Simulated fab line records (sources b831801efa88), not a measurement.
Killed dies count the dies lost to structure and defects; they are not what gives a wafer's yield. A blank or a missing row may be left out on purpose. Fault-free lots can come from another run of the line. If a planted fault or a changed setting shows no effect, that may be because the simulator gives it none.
Which tool was responsible? :: flow sky130 :: 12 lots with 36 wafers sampled at 3 steps, on a route of 708 steps

== WHAT EACH GAUGE READ, for each wafer ==
SKY_VT_ADJUST_NCORE_TW_MEAS_11.
lot: L224
measured: day 8 13:05
on: filmMetro-03
VT_ADJUST_NCORE_TW: 219.6 219.7 219.5

lot: L225
measured: day 8 19:01
on: filmMetro-03
VT_ADJUST_NCORE_TW: 219.7 218.6 219.7

lot: L230
measured: day 10 05:34
on: filmMetro-04
VT_ADJUST_NCORE_TW: 218.5 218.1 218.8

lot: L231
measured: day 10 13:04
on: filmMetro-01
VT_ADJUST_NCORE_TW: 219.8 218.7 218.4

lot: L236
measured: day 12 04:55
on: filmMetro-03
VT_ADJUST_NCORE_TW: 220.3 221.0 220.8

lot: L238
measured: day 12 12:33
on: filmMetro-03
VT_ADJUST_NCORE_TW: 221.2 220.1 219.6

lot: L239
measured: day 13 00:02
on: filmMetro-01
VT_ADJUST_NCORE_TW: 220.5 219.0 219.9

lot: L241
measured: day 13 15:53
on: filmMetro-04
VT_ADJUST_NCORE_TW: 216.4 217.0 217.7

lot: L242
measured: day 13 16:19
on: filmMetro-01
VT_ADJUST_NCORE_TW: 219.5 219.2 219.8

lot: L243
measured: day 14 02:44
on: filmMetro-01
VT_ADJUST_NCORE_TW: 220.0 220.4 219.7

lot: L244
measured: day 14 13:14
on: filmMetro-01
VT_ADJUST_NCORE_TW: 220.0 218.5 218.6

lot: L246
measured: day 15 00:01
on: filmMetro-03
VT_ADJUST_NCORE_TW: 217.8 218.8 218.3

== TOOL THAT RAN EACH LOT (tool first, then ch and the chambers of the sampled wafers, then the start) ==
lot: L224
SKY_FIELD_ISO_ETCH_15: rieDiel-02 ch 0,2,3, day 2 05:43
SKY_PWDE_STRIP_09: plasmaAsher-02 ch 0,1, day 3 21:23

lot: L225
SKY_FIELD_ISO_ETCH_15: rieDiel-02 ch 0,1,2, day 2 10:28
SKY_PWDE_STRIP_09: plasmaAsher-01 ch 0,1, day 4 00:54

lot: L230
SKY_FIELD_ISO_ETCH_15: rieDiel-04 ch 0,1, day 3 11:07
SKY_PWDE_STRIP_09: plasmaAsher-01 ch 0,1, day 5 04:10

lot: L231
SKY_FIELD_ISO_ETCH_15: rieDiel-04 ch 0,2,3, day 3 16:51
SKY_PWDE_STRIP_09: plasmaAsher-02 ch 0,1, day 5 10:49

lot: L236
SKY_FIELD_ISO_ETCH_15: rieDiel-04 ch 0,2,3, day 4 18:49
SKY_PWDE_STRIP_09: plasmaAsher-01 ch 0,1, day 6 17:18

lot: L238
SKY_FIELD_ISO_ETCH_15: rieDiel-01 ch 0,2,3, day 5 04:34
SKY_PWDE_STRIP_09: plasmaAsher-01 ch 0,1, day 7 01:30

lot: L239
SKY_FIELD_ISO_ETCH_15: rieDiel-02 ch 0,3, day 5 10:06
SKY_PWDE_STRIP_09: plasmaAsher-02 ch 0,1, day 7 10:04

lot: L241
SKY_FIELD_ISO_ETCH_15: rieDiel-04 ch 1,3, day 5 23:10
SKY_PWDE_STRIP_09: plasmaAsher-01 ch 1, day 7 20:49

lot: L242
SKY_FIELD_ISO_ETCH_15: rieDiel-02 ch 0,1, day 6 02:16
SKY_PWDE_STRIP_09: plasmaAsher-04 ch 0,1, day 7 23:47

lot: L243
SKY_FIELD_ISO_ETCH_15: rieDiel-01 ch 0,1,2, day 6 08:40
SKY_PWDE_STRIP_09: plasmaAsher-01 ch 0,1, day 8 06:23

lot: L244
SKY_FIELD_ISO_ETCH_15: rieDiel-04 ch 0,2,3, day 6 12:36
SKY_PWDE_STRIP_09: plasmaAsher-02 ch 0,1, day 8 14:25

lot: L246
SKY_FIELD_ISO_ETCH_15: rieDiel-04 ch 0,2,3, day 6 22:52
SKY_PWDE_STRIP_09: plasmaAsher-04 ch 1, day 8 22:48
- SKY_FIELD_ISO_ETCH_15: etches the open film in CHF3/O2, stops on Si, target depth 180 nm, time 72 s.
- SKY_PWDE_STRIP_09: strips in O2/N2.

== AS READ BY THE TOOLS THEMSELVES (means over the sampled wafers that have a number; for cases with no such wafer, the mark the record gives instead) ==
SKY_FIELD_ISO_ETCH_15.
lot: L224
tool: rieDiel-02
drypumpMotorCurrentA (A): 5.6
oesProductAu (a.u.): 0.952
rfFwdPowerW (W): 593.8
throttleValvePct (%): 8.852

lot: L225
tool: rieDiel-02
drypumpMotorCurrentA (A): 5.5
oesProductAu (a.u.): 0.946
rfFwdPowerW (W): 595.6
throttleValvePct (%): 8.845

lot: L230
tool: rieDiel-04
drypumpMotorCurrentA (A): 6.0
oesProductAu (a.u.): 0.944
rfFwdPowerW (W): 593.7
throttleValvePct (%): 8.843

lot: L231
tool: rieDiel-04
drypumpMotorCurrentA (A): 6.2
oesProductAu (a.u.): 0.936
rfFwdPowerW (W): 594.0
throttleValvePct (%): 8.838

lot: L236
tool: rieDiel-04
drypumpMotorCurrentA (A): 6.2
oesProductAu (a.u.): 0.949
rfFwdPowerW (W): 596.1
throttleValvePct (%): 8.850

lot: L238
tool: rieDiel-01
drypumpMotorCurrentA (A): 5.2
oesProductAu (a.u.): 0.951
rfFwdPowerW (W): 594.7
throttleValvePct (%): 8.841

lot: L239
tool: rieDiel-02
drypumpMotorCurrentA (A): 5.3
oesProductAu (a.u.): 0.944
rfFwdPowerW (W): 596.2
throttleValvePct (%): 8.830

lot: L241
tool: rieDiel-04
drypumpMotorCurrentA (A): 6.3
oesProductAu (a.u.): 0.956
rfFwdPowerW (W): 593.4
throttleValvePct (%): 8.847

lot: L242
tool: rieDiel-02
drypumpMotorCurrentA (A): 5.2
oesProductAu (a.u.): 0.945
rfFwdPowerW (W): 597.1
throttleValvePct (%): 8.840

lot: L243
tool: rieDiel-01
drypumpMotorCurrentA (A): 5.3
oesProductAu (a.u.): 0.948
rfFwdPowerW (W): 596.4
throttleValvePct (%): 8.849

lot: L244
tool: rieDiel-04
drypumpMotorCurrentA (A): 6.2
oesProductAu (a.u.): 0.952
rfFwdPowerW (W): 596.0
throttleValvePct (%): 8.854

lot: L246
tool: rieDiel-04
drypumpMotorCurrentA (A): 6.2
oesProductAu (a.u.): 0.943
rfFwdPowerW (W): 596.6
throttleValvePct (%): 8.846

SKY_PWDE_STRIP_09.
lot: L224
tool: plasmaAsher-02
drypumpMotorCurrentA (A): 5.9
oesProductAu (a.u.): 0.719
stripTimeToEndpointS (s): 36.80

lot: L225
tool: plasmaAsher-01
drypumpMotorCurrentA (A): 5.4
oesProductAu (a.u.): 0.720
stripTimeToEndpointS (s): 36.76

lot: L230
tool: plasmaAsher-01
drypumpMotorCurrentA (A): 5.4
oesProductAu (a.u.): 0.722
stripTimeToEndpointS (s): 36.91

lot: L231
tool: plasmaAsher-02
drypumpMotorCurrentA (A): 5.6
oesProductAu (a.u.): 0.717
stripTimeToEndpointS (s): 36.86

lot: L236
tool: plasmaAsher-01
drypumpMotorCurrentA (A): 5.5
oesProductAu (a.u.): 0.723
stripTimeToEndpointS (s): 36.92

lot: L238
tool: plasmaAsher-01
drypumpMotorCurrentA (A): 5.4
oesProductAu (a.u.): 0.719
stripTimeToEndpointS (s): 36.89

lot: L239
tool: plasmaAsher-02
drypumpMotorCurrentA (A): 5.8
oesProductAu (a.u.): 0.721
stripTimeToEndpointS (s): 36.87

lot: L241
tool: plasmaAsher-01
drypumpMotorCurrentA (A): 5.5
oesProductAu (a.u.): 0.723
stripTimeToEndpointS (s): 36.97

lot: L242
tool: plasmaAsher-04
drypumpMotorCurrentA (A): 6.1
oesProductAu (a.u.): 0.718
stripTimeToEndpointS (s): 36.96

lot: L243
tool: plasmaAsher-01
drypumpMotorCurrentA (A): 5.4
oesProductAu (a.u.): 0.723
stripTimeToEndpointS (s): 36.97

lot: L244
tool: plasmaAsher-02
drypumpMotorCurrentA (A): 5.9
oesProductAu (a.u.): 0.722
stripTimeToEndpointS (s): 36.87

lot: L246
tool: plasmaAsher-04
drypumpMotorCurrentA (A): 6.3
oesProductAu (a.u.): 0.722
stripTimeToEndpointS (s): 36.90

== THE ANSWER, worked out from the rows above alone ==
Rule: usual is defined by the lots themselves. Put in order of their means at a reading, lots are off if they are a third of the lots or fewer, leave a main group of 4 or more, and stand apart from it by a gap of 3 or more times the standard deviation of the main group's means; of several such gaps the widest counts. A main group is skipped when, at the precision printed for the reading in the tables above, its means are all equal. A lot without any number at a reading at which 4 lots or more have one is off too. Any other lot the step has rows for is counted as sound. The gauges are gone through in route order, then the tools' own readings, and for those a lot's mean is taken as printed above. The first step at which some lot is off is used, and at that step the reading that is off furthest; a lot without a number counts as furthest.
None of the lots is off at any reading shown; this tells nothing.

== WHAT THE SIMULATOR HAD INSERTED ==
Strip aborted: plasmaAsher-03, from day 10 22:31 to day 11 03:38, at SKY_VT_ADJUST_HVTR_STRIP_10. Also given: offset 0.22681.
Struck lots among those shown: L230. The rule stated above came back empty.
